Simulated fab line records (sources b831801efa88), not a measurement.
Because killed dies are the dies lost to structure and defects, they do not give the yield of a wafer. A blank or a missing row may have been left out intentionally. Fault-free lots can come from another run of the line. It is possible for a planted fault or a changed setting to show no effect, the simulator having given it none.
Which tool was responsible?	flow gf180mcu	Sampling: 15 lots, 45 wafers, 6 of 602 route steps

WHAT THE GAUGES READ, wafer by wafer
GF_V2_OVL_MEAS_15.
lot	measured	on	V2_OVL (nm)
L465	day 19 22:34	overlay-01	-3 -1 1
L467	day 21 03:07	overlay-01	4 2 4
L468	day 21 16:41	overlay-01	-6 -2 -1
L470	day 22 10:17	overlay-01	5 11 3
L471	day 22 18:53	overlay-01	-4 9 2
L474	day 23 14:28	overlay-01	3 -9 -3
L475	day 23 20:41	overlay-01	-7 2 2
L476	day 24 06:29	overlay-01	8 -1 -2
L482	day 26 06:29	overlay-01	-2 -7 -3
L483	day 26 16:11	overlay-01	-11 -3 3
L484	day 26 20:17	overlay-01	4 7 16
L485	day 27 06:20	overlay-01	-2 1 3
L486	day 27 13:05	overlay-02	6 10 9
L487	day 27 17:15	overlay-02	-1 1 5
L488	day 27 20:37	overlay-01	3 1 0

GF_V4_CD_MEAS_14: target cd 260 nm.
lot	measured	on	cd nm (nm)
L465	day 24 02:13	cd sem-01	260.1 259.3 260.7
L467	day 25 04:42	cd sem-01	258.9 258.7 258.8
L468	day 25 15:50	cd sem-02	259.0 259.0 258.6
L470	day 26 07:17	cd sem-02	260.4 259.1 258.4
L471	day 26 15:40	cd sem-02	260.3 260.0 260.3
L474	day 27 08:34	cd sem-02	261.1 261.8 261.1
L475	day 27 15:28	cd sem-02	260.5 261.0 262.4
L476	day 27 23:01	cd sem-02	260.0 259.8 259.2
L482	day 29 19:47	cd sem-02	259.6 259.8 259.6
L483	day 30 04:19	cd sem-02	262.2 263.0 262.6
L484	day 30 08:23	cd sem-02	259.3 260.2 260.6
L485	day 30 16:22	cd sem-01	257.1 256.8 256.1
L486	day 30 22:35	cd sem-02	261.1 261.4 261.2
L487	day 31 02:11	cd sem-02	260.0 260.3 259.3
L488	day 31 04:40	cd sem-02	262.0 260.6 260.4

GF_V4_RS_MEAS_24: the measuring method here is four-point-probe.
lot	measured	on	V4_W_RS (ohm/sq)
L465	day 24 03:14	film metro-01	0.324 0.327 0.331
L467	day 25 05:49	film metro-02	0.331 0.330 0.333
L468	day 25 17:22	film metro-02	0.330 0.328 0.326
L470	day 26 08:25	film metro-02	0.324 0.322 0.322
L471	day 26 16:49	film metro-02	0.326 0.330 0.329
L474	day 27 09:36	film metro-03	43.382 43.677 43.929
L475	day 27 16:29	film metro-01	42.397 42.890 43.027
L476	day 28 00:02	film metro-01	43.205 43.787 43.320
L482	day 29 21:10	film metro-01	0.328 0.328 0.328
L483	day 30 05:22	film metro-01	0.329 0.327 0.329
L484	day 30 09:27	film metro-03	0.323 0.328 0.327
L485	day 30 17:24	film metro-01	0.324 0.326 0.330
L486	day 30 23:40	film metro-03	0.330 0.329 0.330
L487	day 31 03:14	film metro-01	0.328 0.334 0.329
L488	day 31 05:41	film metro-03	0.320 0.318 0.323

GF_V4_THK_MEAS_25: measures by xrf.
lot	measured	on	V4_W_THK (nm)
L465	day 24 03:21	film metro-01	355 352 346
L467	day 25 05:55	film metro-02	357 360 358
L468	day 25 17:29	film metro-02	361 362 366
L470	day 26 08:31	film metro-02	365 369 367
L471	day 26 16:55	film metro-02	363 358 358
L474	day 27 09:43	film metro-03	<0 <0 <0
L475	day 27 16:37	film metro-01	<0 <0 <0
L476	day 28 00:10	film metro-01	<0 - <0
L482	day 29 21:17	film metro-01	352 352 353
L483	day 30 05:29	film metro-01	346 349 346
L484	day 30 09:34	film metro-03	362 357 359
L485	day 30 17:31	film metro-01	352 349 347
L486	day 30 23:47	film metro-03	357 358 354
L487	day 31 03:22	film metro-01	353 351 352
L488	day 31 05:48	film metro-03	368 373 365

TOOL THAT RAN EACH LOT (tool first, then ch and the chambers of the sampled wafers, then the start)
lot	GF_M4_SPUTTER_04	GF_V4_CVD_23
L465	pvd sputter-01, day 22 03:14	cvd w-02 ch 1, day 24 03:06
L467	pvd sputter-01, day 23 07:09	cvd w-01 ch 0,1, day 25 05:43
L468	pvd sputter-02, day 23 19:54	cvd w-01 ch 0,1, day 25 17:16
L470	pvd sputter-02, day 24 11:21	cvd w-02 ch 0,1, day 26 08:18
L471	pvd sputter-02, day 24 19:58	cvd w-01 ch 0,1, day 26 16:40
L474	pvd sputter-01, day 25 14:09	cvd w-02 ch 0,1, day 27 09:29
L475	pvd sputter-03, day 25 21:19	cvd w-02 ch 0, day 27 16:23
L476	pvd sputter-01, day 26 06:39	cvd w-01 ch 0,1, day 27 23:56
L482	pvd sputter-01, day 28 04:28	cvd w-02 ch 0,1, day 29 21:02
L483	pvd sputter-01, day 28 12:41	cvd w-02 ch 0,1, day 30 05:16
L484	pvd sputter-02, day 28 16:52	cvd w-01 ch 0,1, day 30 09:20
L485	pvd sputter-01, day 29 01:58	cvd w-01 ch 1, day 30 17:17
L486	pvd sputter-01, day 29 08:01	cvd w-02 ch 0,1, day 30 23:33
L487	pvd sputter-01, day 29 11:58	cvd w-02 ch 0,1, day 31 03:07
L488	pvd sputter-01, day 29 14:44	cvd w-01 ch 0,1, day 31 05:34
- GF_M4_SPUTTER_04: material TiN, target thk 50 nm, time 41.7 s.
- GF_V4_CVD_23: deposits W, target thk 350 nm, time 104.9 s.

WHAT THE TOOLS THEMSELVES READ (means of the sampled wafers that have a number; where no wafer has one, the mark that the record gives instead)
GF_M4_SPUTTER_04.
lot	tool	throttle valve pct (%)
L465	pvd sputter-01	29.7
L467	pvd sputter-01	28.8
L468	pvd sputter-02	29.1
L470	pvd sputter-02	29.5
L471	pvd sputter-02	29.3
L474	pvd sputter-01	29.0
L475	pvd sputter-03	29.0
L476	pvd sputter-01	29.4
L482	pvd sputter-01	28.3
L483	pvd sputter-01	29.1
L484	pvd sputter-02	29.3
L485	pvd sputter-01	28.3
L486	pvd sputter-01	28.0
L487	pvd sputter-01	28.5
L488	pvd sputter-01	29.2

GF_V4_CVD_23.
lot	tool	chamber pressure Torr (Torr)	heater power outer w (W)	heater power w (W)
L465	cvd w-02	40.03	451	770
L467	cvd w-01	39.96	453	772
L468	cvd w-01	40.03	509	862
L470	cvd w-02	39.95	490	807
L471	cvd w-01	40.09	521	840
L474	cvd w-02	-	-	-
L475	cvd w-02	-	-	-
L476	cvd w-01	-	-	-
L482	cvd w-02	39.98	472	791
L483	cvd w-02	40.10	470	786
L484	cvd w-01	40.11	518	860
L485	cvd w-01	40.01	413	681
L486	cvd w-02	39.96	465	789
L487	cvd w-02	39.99	468	791
L488	cvd w-01	39.95	521	851

THE ANSWER, worked out from the rows above alone
Rule: usual is defined by the lots themselves. The widest of any qualifying gaps counts: lots, ordered by their means at a reading, are off when they make up no more than a third of the lots, leave a main group of 4 or more, and stand apart from it by 3 or more times the standard deviation of that group's means. The tables above print the reading to a certain number of digits; a main group whose means all agree to those digits is not used. A lot without any number at a reading at which 4 lots or more have one is off too. Where the step has rows for the other lots, those lots are counted as sound. Order of review: gauges by route order, followed by the tools' own readings, for which a lot's mean as printed above is used. The first step at which some lot is off is used, and at that step the reading that is off furthest; a lot without a number counts as furthest.
Off: at GF_V4_RS_MEAS_24 (V4_W_RS), L474, L475, L476. The main group has a mean of 0.327 ohm/sq with a standard deviation of 0.003.
A tool fits if, at a process step before that reading, it ran every lot that is off, and no sound lot after the first of them. Not tried: the gauges at GF_V4_RS_MEAS_24; whatever is off there is also off at GF_V4_CVD_23, on other tools, and gauge error can't account for it. Not one of the candidates tried fits.

WHAT HAD BEEN PUT IN BY THE SIMULATOR
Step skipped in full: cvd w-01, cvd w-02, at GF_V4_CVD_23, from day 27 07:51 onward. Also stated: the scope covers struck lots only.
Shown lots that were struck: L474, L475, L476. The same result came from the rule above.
